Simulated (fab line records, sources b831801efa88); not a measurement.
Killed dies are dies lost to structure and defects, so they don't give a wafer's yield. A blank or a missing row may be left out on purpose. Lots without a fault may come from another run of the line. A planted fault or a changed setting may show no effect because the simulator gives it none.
Which tool did it? | flow gf180mcu | 13 lots, 39 wafers sampled, at 4 steps of a route of 602

WHAT THE GAUGES READ, wafer by wafer
GF_TOP_METAL_OVL_MEAS_15. Usual: TOP_METAL_OVL -0.5 nm, standard deviation 1.3.
lot  | measured     | on         | TOP_METAL_OVL (nm) | flag
L262 | day 27 20:04 | overlay-01 | -0.7 0.1 0.6       |
L263 | day 28 04:08 | overlay-02 | 2.0 1.0 2.4        |
L264 | day 28 19:26 | overlay-02 | -0.7 -1.3 -1.6     |
L265 | day 29 04:21 | overlay-02 | -0.8 0.6 -2.0      |
L266 | day 29 13:31 | overlay-02 | 0.3 -1.2 0.5       |
L268 | day 30 01:16 | overlay-01 | -3.5 -0.6 -2.6     |
L272 | day 31 00:39 | overlay-01 | 1.2 -0.8 -1.9      |
L275 | day 32 00:35 | overlay-01 | 0.3 -0.2 -0.4      |
L276 | day 32 02:26 | overlay-02 | 0.4 -0.2 0.2       |
L278 | day 32 19:19 | overlay-01 | -0.8 -0.3 -1.3     |
L280 | day 33 06:03 | overlay-01 | -0.9 -0.7 -1.9     |
L284 | day 34 00:16 | overlay-02 | 0.4 -1.0 -0.8      |
L285 | day 34 03:56 | overlay-02 | 0.7 0.5 0.0        |

GF_PASSIVATION_THK_MEAS_03. Usual: PASSIVATION_CVD_02_THK 700 nm, standard deviation 11.
lot  | measured     | on            | PASSIVATION_CVD_02_THK (nm) | flag
L262 | day 27 21:25 | film_metro-03 | 696 718 712                 |
L263 | day 28 05:19 | film_metro-02 | 700 690 710                 |
L264 | day 28 20:49 | film_metro-02 | 704 713 717                 |
L265 | day 29 05:32 | film_metro-02 | 696 685 707                 |
L266 | day 29 14:44 | film_metro-01 | 695 710 713                 |
L268 | day 30 02:29 | film_metro-03 | 692 697 700                 |
L272 | day 31 01:52 | film_metro-01 | 698 704 713                 |
L275 | day 32 01:49 | film_metro-01 | 685 702 705                 |
L276 | day 32 03:37 | film_metro-01 | 686 676 695                 |
L278 | day 32 20:31 | film_metro-02 | 684 697 701                 |
L280 | day 33 07:13 | film_metro-01 | 711 701 717                 |
L284 | day 34 01:28 | film_metro-02 | 686 700 705                 |
L285 | day 34 05:07 | film_metro-03 | 692 690 717                 |

WHICH TOOL RAN EACH LOT (tool, then ch and the chambers of the sampled wafers, then the start)
lot  | GF_V3_STRIP_18                       | GF_V5_CVD_23
L262 | plasma_asher-03 ch 0, day 22 01:50   | cvd_w-01 ch 0,1, day 26 22:54
L263 | plasma_asher-02 ch 0,1, day 22 12:17 | cvd_w-01 ch 0, day 27 07:31
L264 | plasma_asher-02 ch 0,1, day 23 05:44 | cvd_w-02 ch 0,1, day 27 23:01
L265 | plasma_asher-02 ch 0,1, day 23 18:30 | cvd_w-02 ch 0,1, day 28 08:36
L266 | plasma_asher-04 ch 0,1, day 23 23:34 | cvd_w-02 ch 0,1, day 28 17:38
L268 | plasma_asher-02 ch 0,1, day 24 18:25 | cvd_w-02 ch 1, day 29 06:10
L272 | plasma_asher-02 ch 0,1, day 25 19:52 | cvd_w-01 ch 0,1, day 30 05:46
L275 | plasma_asher-02 ch 0,1, day 26 23:14 | cvd_w-01 ch 0,1, day 31 06:18
L276 | plasma_asher-02 ch 0,1, day 27 00:49 | cvd_w-01 ch 0,1, day 31 08:05
L278 | plasma_asher-03 ch 0,1, day 27 22:03 | cvd_w-01 ch 0,1, day 32 01:50
L280 | plasma_asher-04 ch 0,1, day 28 11:10 | cvd_w-01 ch 0,1, day 32 13:38
L284 | plasma_asher-03 ch 0,1, day 29 10:31 | cvd_w-01 ch 0,1, day 33 08:00
L285 | plasma_asher-03 ch 0,1, day 29 13:00 | cvd_w-02 ch 0,1, day 33 11:56
- GF_V3_STRIP_18: strips in O2/N2.
- GF_V5_CVD_23: deposits W, target thk 350 nm, time 104.9 s.

WHAT THE TOOLS THEMSELVES READ (means of the sampled wafers that have a number; where no wafer has one, the mark that the record gives instead)
GF_V3_STRIP_18. Usual: chamber_pressure_mTorr 1500.0 mTorr, standard deviation 1.3; drypump_motor_current_A 5.8 A, standard deviation 0.41; heater_power_w 327 W, standard deviation 22; oes_product_au 0.593 a.u., standard deviation 0.0045.
lot  | tool            | chamber_pressure_mTorr (mTorr) | drypump_motor_current_A (A) | heater_power_w (W) | oes_product_au (a.u.) | flag
L262 | plasma_asher-03 | 1500.1                         | 6.1                         | 324                | 0.595                 |
L263 | plasma_asher-02 | 1500.7                         | 6.0                         | 319                | 0.589                 |
L264 | plasma_asher-02 | 1500.1                         | 6.2                         | 329                | 0.591                 |
L265 | plasma_asher-02 | 1498.7                         | 6.2                         | 334                | 0.597                 |
L266 | plasma_asher-04 | 1500.4                         | 5.2                         | 309                | 0.595                 |
L268 | plasma_asher-02 | 1499.5                         | 6.0                         | 318                | 0.595                 |
L272 | plasma_asher-02 | 1501.7                         | 6.1                         | 319                | 0.595                 |
L275 | plasma_asher-02 | 1498.8                         | 6.1                         | 318                | 0.596                 |
L276 | plasma_asher-02 | 1499.3                         | 6.2                         | 336                | 0.596                 |
L278 | plasma_asher-03 | 1500.9                         | 5.7                         | 346                | 0.594                 |
L280 | plasma_asher-04 | 1499.6                         | 5.2                         | 308                | 0.592                 |
L284 | plasma_asher-03 | 1499.6                         | 5.9                         | 335                | 0.593                 |
L285 | plasma_asher-03 | 1499.4                         | 5.9                         | 333                | 0.598                 |

GF_V5_CVD_23. Usual: heater_power_w 814 W, standard deviation 120.
lot  | tool     | heater_power_w (W) | flag
L262 | cvd_w-01 | 852                |
L263 | cvd_w-01 | 968                |
L264 | cvd_w-02 | 794                |
L265 | cvd_w-02 | 790                |
L266 | cvd_w-02 | 797                |
L268 | cvd_w-02 | 767                |
L272 | cvd_w-01 | 762                |
L275 | cvd_w-01 | 770                |
L276 | cvd_w-01 | 762                |
L278 | cvd_w-01 | 774                |
L280 | cvd_w-01 | 762                |
L284 | cvd_w-01 | 772                |
L285 | cvd_w-02 | 805                |

THE ANSWER, worked out from the rows above alone
Rule: a lot is off if the mean of its wafers that have a number lies more than 3 standard deviations from the usual mean. A lot without any number at a reading at which 4 lots or more have one is off too. The other lots that the step has rows for count as sound. The gauges are gone through in route order, then the tools' own readings, and for those a lot's mean is taken as printed above. The first step at which some lot is off is used, and at that step the reading that is off furthest; a lot without a number counts as furthest.
No lot is off at any reading shown: from this, nothing can be told.

WHAT THE SIMULATOR HAD PUT IN
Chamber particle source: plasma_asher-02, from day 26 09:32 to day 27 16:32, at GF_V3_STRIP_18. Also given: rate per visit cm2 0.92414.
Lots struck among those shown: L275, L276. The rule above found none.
